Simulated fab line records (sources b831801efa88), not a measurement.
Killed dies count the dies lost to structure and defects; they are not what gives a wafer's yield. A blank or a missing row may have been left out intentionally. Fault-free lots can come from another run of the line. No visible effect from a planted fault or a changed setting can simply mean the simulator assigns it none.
Chamber matching	flow gf180mcu	rie-diel-02 running GF_SAB_ETCH_11: 4 sister chambers
The step etches SiO2 in C4F8/O2/Ar, target depth 55 nm, time 8.5 s. 14 wafers are shown with their chamber, then 7 later ones without.

== WAFERS WITH THEIR CHAMBER ==
wafer	chamber	oes-product-au (a.u.)
L910.1	0	1.005
L910.4	1	0.996
L910.5	3	0.993
L911.2	0	1.002
L911.5	1	0.992
L911.6	2	0.997
L915.2	3	0.991
L915.4	2	0.990
L915.6	1	0.985
L917.1	3	1.010
L917.2	0	1.017
L917.3	2	1.004
L919.1	0	1.002
L919.2	1	0.991

SIGNATURES (means of the wafers above)
reading	chamber 0	chamber 1	chamber 2	chamber 3	scatter within a chamber
oes-product-au	1.00650	0.99100	0.99700	0.99800	0.00729
Rule: for a wafer and a chamber, the distance is found by dividing, reading by reading, the gap between the wafer's reading and the chamber's mean by the reading's scatter, squaring, summing and taking the root. The wafer belongs to the nearest chamber; if the next one is less than 2 further off, it can't be placed. The scatter: the root of (the sum of the squares of (reading less its chamber's mean) over the shown wafers, divided by (wafers less chambers)).

== WAFERS MISSING THEIR CHAMBER ==
wafer	oes-product-au (a.u.)
L919.5	0.992
L926.2	1.009
L926.4	1.008
L926.5	0.996
L931.2	1.005
L931.4	1.002
L931.6	0.993

== THE CHAMBER EACH PASSED THROUGH ==
wafer	from the rows above	in truth
L919.5	can't be placed: 1 or 2 or 3 or 0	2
L926.2	can't be placed: 0 or 3 or 2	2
L926.4	can't be placed: 0 or 3 or 2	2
L926.5	can't be placed: 2 or 3 or 1 or 0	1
L931.2	can't be placed: 0 or 3 or 2 or 1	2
L931.4	can't be placed: 3 or 0 or 2 or 1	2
L931.6	can't be placed: 1 or 2 or 3 or 0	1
0 of 7 placed correctly. These rows do not allow placing 7 (true chamber among the candidates in 7). Placed wrongly: 0.
